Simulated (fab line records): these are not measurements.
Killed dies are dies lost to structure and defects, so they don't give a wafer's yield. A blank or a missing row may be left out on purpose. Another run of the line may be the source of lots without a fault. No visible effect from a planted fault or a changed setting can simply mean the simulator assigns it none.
A struck lot beside a sound one	flow sfqLine	20 steps out of a route of 325
Sound: these wafers, L529.2, L529.4, L529.6. Struck: wafers L541.1, L541.4. The cause comes at the end.
At each step with rows: each side's tool, then ch and its chambers, then its first start. Under that, the readings that differ: sound wafers	struck wafers	difference of the means	sigmas: that difference in standard deviations of wafers without a fault.
alike: words and numbers the same on both sides, and readings whose means are apart by under 2 such deviations; not compared: readings that were withheld, readings missing a value for some wafer, numbers with overlapping values and no deviation given by the record, and bounds like >300 which may hide the same value.
Wherever a step has rows on one side only, a row that says differs or no value, or a row with sigmas, the two part there. Numbers that don't overlap but have no deviation are shown without sigmas and don't part them. A reading missing from all wafers of one side parts the sides only when that side holds two or more wafers.

first, 2 steps without rows for these wafers: SFQ_TRILAYER_I3_VIA_LITHO_PEB_088 (peb time 60 s); SFQ_TRILAYER_I3_VIA_LITHO_DEVELOP_087 (time 60 s).
SFQ_I3_OVL_MEAS_923:
  sound: overlay-01 at day 37 10:14; struck: overlay-01 at day 43 06:55
  alike: I3_OVL
SFQ_TRILAYER_I3_VIA_BARC_OPEN_VIA_ETCH_121: etches BARC in O2, target depth 125 nm, time 41.7 s.
  sound on rieDiel-04 ch 0,2,3, day 37 10:16; struck on rieDiel-02 ch 1,3, day 43 06:57
  alike: drypumpMotorCurrentA, oesProductAu
  not compared: rfHoursCounterH
then, 1 step without rows for these wafers: SFQ_TRILAYER_I3_VIA_ETCH_VIA_ETCH_088 (etches SiO2 in CHF3, stops on Nb, target depth 260 nm).
SFQ_TRILAYER_I3_VIA_STRIP_STRIP_089: strips in O2.
  sound on rieMetal-02 ch 0,1, day 37 10:25; struck on rieMetal-04 ch 1, day 43 07:06
  alike: drypumpMotorCurrentA, oesProductAu
  not compared: rfHoursCounterH
then, 2 steps without rows for these wafers: SFQ_TRILAYER_I3_VIA_STRIP_SOLV_CLEAN_090 (cleans in NMP, time 600 s); SFQ_TRILAYER_M4_DEP_PRE_CLEAN_092 (time 22.5 s).
SFQ_TRILAYER_M4_DEP_SPUTTER_091: material Nb, target thk 200 nm, time 133.3 s.
  sound: pvdSputter-05 at day 37 11:15; struck: pvdSputter-05 at day 43 07:55
  alike: cathodeDcPowerW, throttleValvePct
SFQ_M4_RS_MEAS_924: uses a four-point probe to measure.
  sound: filmMetro-03 at day 37 11:22; struck: filmMetro-01 at day 43 08:00
  alike: M4_NB_RS
then, 1 step without rows for these wafers: SFQ_TRILAYER_M4_LITHO_COAT_098 (resist thk 62 nm).
SFQ_TRILAYER_M4_LITHO_COAT_093: resist thk 600 nm.
  sound on lithoTrack-04 ch 0, day 37 11:52; struck on lithoTrack-04 ch 0, day 43 08:29
reading	sound	struck	difference	sigmas
chillPlateTempC (C)	22.80 22.91 22.89	22.99 23.24	+0.25	+2
model.KrF_of_TRILAYER_M4_LITHO_COAT_093.thkNm (nm)	602.2 601.1 603.6	667.3 669.9	+66.3	
then, 4 steps without rows for these wafers: SFQ_TRILAYER_M4_LITHO_SOFTBAKE_097; SFQ_TRILAYER_M4_LITHO_EXPOSE_094 (exposes mask M4, target cd 500 nm); SFQ_TRILAYER_M4_LITHO_PEB_096 (peb time 60 s); SFQ_TRILAYER_M4_LITHO_DEVELOP_095 (time 60 s).
-- the record jumps here: 6 days lie between the struck wafers' starts before and after --
SFQ_M4_OVL_MEAS_926:
  sound: overlay-02 at day 43 05:43; struck: overlay-02 at day 49 06:50
  alike: M4_OVL
SFQ_TRILAYER_M4_BARC_OPEN_METAL_ETCH_123: etches BARC in O2, target depth 125 nm, time 41.7 s.
  sound on rieMetal-03 ch 0,1, day 43 05:45; struck on rieMetal-04 ch 0, day 49 06:52
reading	sound	struck	difference	sigmas
drypumpMotorCurrentA (A)	5.0 5.0 5.9	6.2 6.2	+0.9	+2
  alike: oesProductAu
  not compared: rfHoursCounterH
SFQ_TRILAYER_M4_ETCH_METAL_ETCH_096: etches Nb in Cl2/Ar, stops on SiO2, target depth 240 nm, time 120 s.
  sound on rieMetal-03 ch 0,1, day 43 05:49; struck on rieMetal-04 ch 0, day 49 06:56
reading	sound	struck	difference	sigmas
drypumpMotorCurrentA (A)	5.0 5.0 5.9	6.2 6.2	+0.9	+2
model.KrF_of_TRILAYER_M4_LITHO_COAT_093.thkNm (nm)	382.8 382.8 382	450.3 454.1	+69.7	
  alike: oesProductAu
  not compared: rfHoursCounterH
SFQ_TRILAYER_M4_STRIP_STRIP_097: strips in O2.
  sound on rieMetal-03 ch 0,1, day 43 05:56; struck on rieMetal-04 ch 0, day 49 07:03
reading	sound	struck	difference	sigmas
drypumpMotorCurrentA (A)	5.0 5.0 6.0	6.3 6.2	+0.9	+2
  alike: oesProductAu
  not compared: rfHoursCounterH

## WHERE THEY PART
Earliest at SFQ_TRILAYER_M4_LITHO_COAT_093; latest, in this record, at SFQ_TRILAYER_M4_STRIP_STRIP_097.

WHY: what had been put in by the simulator
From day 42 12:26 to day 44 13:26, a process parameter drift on lithoTrack-04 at SFQ_TRILAYER_M4_LITHO_COAT_093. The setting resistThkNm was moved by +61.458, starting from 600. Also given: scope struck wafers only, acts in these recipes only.
